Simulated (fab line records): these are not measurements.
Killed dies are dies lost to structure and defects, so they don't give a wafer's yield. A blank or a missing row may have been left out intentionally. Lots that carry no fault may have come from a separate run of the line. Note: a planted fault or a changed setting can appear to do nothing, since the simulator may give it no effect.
Which tool was responsible? ; flow sky130 ; 7 lots, 21 wafers sampled, at 1 step of a route of 708

== WHAT THE GAUGES READ, wafer by wafer ==
SKY_VT_ADJUST_LVTN_OVL_MEAS_07.
lot;measured;on;VT_ADJUST_LVTN_OVL (nm)
L278;day 7 09:39;overlay-01;1.2 2.4 1.2
L281;day 7 17:46;overlay-01;-0.2 0.9 0.7
L284;day 8 14:06;overlay-01;-1.2 -1.2 -1.1
L286;day 8 23:22;overlay-02;2.9 3.5 2.6
L295;day 11 10:48;overlay-01;0.7 -1.3 1.0
L298;day 12 09:41;overlay-02;-1.4 0.9 2.8
L300;day 13 00:32;overlay-02;2.3 1.6 1.1

== WHICH TOOL RAN EACH LOT (tool, then ch and the chambers of the sampled wafers, then the start) ==
Before these readings, the record contains no process step.

== THE ANSWER, worked out from the rows above alone ==
Rule: the lots themselves supply what counts as usual. Put in order of their means at a reading, lots are off if they are a third of the lots or fewer, leave a main group of 4 or more, and stand apart from it by a gap of 3 or more times the standard deviation of the main group's means; of several such gaps the widest counts. Not used: any main group whose means are identical at the precision the tables above print for the reading. Also off: a lot with no number at a reading for which 4 or more lots have one. Any other lot the step has rows for is counted as sound.
No lot is off at any reading shown: from this, nothing can be told.

== WHAT THE SIMULATOR HAD PUT IN ==
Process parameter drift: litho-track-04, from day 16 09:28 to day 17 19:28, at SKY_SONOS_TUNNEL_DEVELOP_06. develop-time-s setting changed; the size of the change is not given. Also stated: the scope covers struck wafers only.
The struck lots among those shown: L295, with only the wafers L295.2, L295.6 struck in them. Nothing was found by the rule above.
